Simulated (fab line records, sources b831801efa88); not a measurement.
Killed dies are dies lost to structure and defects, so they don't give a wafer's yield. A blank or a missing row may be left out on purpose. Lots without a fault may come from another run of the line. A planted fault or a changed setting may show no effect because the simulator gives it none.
Problem report in the 8D (eight disciplines) form, filled by code | flow gf180mcu | the parts of the form that need people (team, actions taken, sign-off) are left out

1. THE PROBLEM
oes_product_au at GF_POLY_GATE_ETCH_13 reads a mean of 0.811 a.u. on 6 wafers of 2 lots; wafers without a fault read 0.993 a.u. with a standard deviation of 0.0075. That is -24 standard deviations from the usual mean.
The step: etches poly-Si in HBr/Cl2, stops on SiO2, target depth 198.5 nm, time 69.6 s.
First seen on wafer L806.2, day 13 03:28, on rie_si-01. The record holds 36 wafers of 12 lots with a number at this step. Rule for "out", or "out of limits": more than 4 standard deviations from the usual mean. The other wafers with a number count as sound.

2. WHAT IT IS AND WHAT IT IS NOT
question                    | is                     | is not
which readings at this step | oes_product_au         | drypump_motor_current_A, he_backside_leak_sccm, mfc_cl2_sccm, throttle_valve_pct
which lots                  | L806, L807             | L793, L794, L796, L797, L808, L809, L810, L812, L813, L814
which wafers of those lots  | all that have a number | -
read on which tools         | rie_si-01              | rie_si-02
when                        | from day 13 03:28      | up to then (12 sound wafers); but 18 sound wafers of L808, L809, L810, L812, L813, L814 came after

3. SUSPECTS, AND WHAT RULES EACH OUT
Counting: a tool at a process step up to the reading stays a suspect if it ran every lot that is out and no sound lot after the first of them.
- rie_si-01 at GF_POLY_GATE_ETCH_13 (etches poly-Si in HBr/Cl2, stops on SiO2, target depth 198.5 nm, time 69.6 s): kept. It ran every lot that is out, first L806 (day 13 03:28), and no sound lot after that; its last sound lot up to then is L797 (day 10 08:27). Its own readings are out on those wafers: oes_product_au.
Left after counting: rie_si-01 at GF_POLY_GATE_ETCH_13.

4. THE CAUSE (what the simulator had put in)
Process parameter drift: rie_si-01, from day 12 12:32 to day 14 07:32, at GF_POLY_GATE_ETCH_13. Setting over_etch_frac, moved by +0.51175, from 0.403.
Counting left only this tool.

5. THE CHAIN OF EFFECTS, in route order
Each row: a reading whose mean over the struck wafers that have a number lies more than 3 standard deviations from the usual. Only readings for which the record gives a usual standard deviation are gone through. hours: the time from each lot's start at the first step in this table that gives one to its start at this step, as a median over the lots. sigmas: the change in usual standard deviations.
hours | step                  | reading        | usual      | on struck wafers | change | sigmas
0     | GF_POLY_GATE_ETCH_13  | oes_product_au | 0.993 a.u. | 0.811            | -0.182 | -24
0     | GF_POLY_GATE_STRIP_14 | oes_product_au | 0.503 a.u. | 0.488            | -0.015 | -3.2
The process steps in it:
- GF_POLY_GATE_ETCH_13: etches poly-Si in HBr/Cl2, stops on SiO2, target depth 198.5 nm, time 69.6 s.
- GF_POLY_GATE_STRIP_14: strips in O2/N2.
Later measuring or inspecting steps at which every struck wafer that the step has a row for has a number for every such reading, and none has moved that far: GF_V1_THK_MEAS_03.

6. WHAT WOULD HAVE CAUGHT IT SOONER
In this record the first reading out of limits was taken at day 13 03:28, 15 hours after the fault began at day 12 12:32.
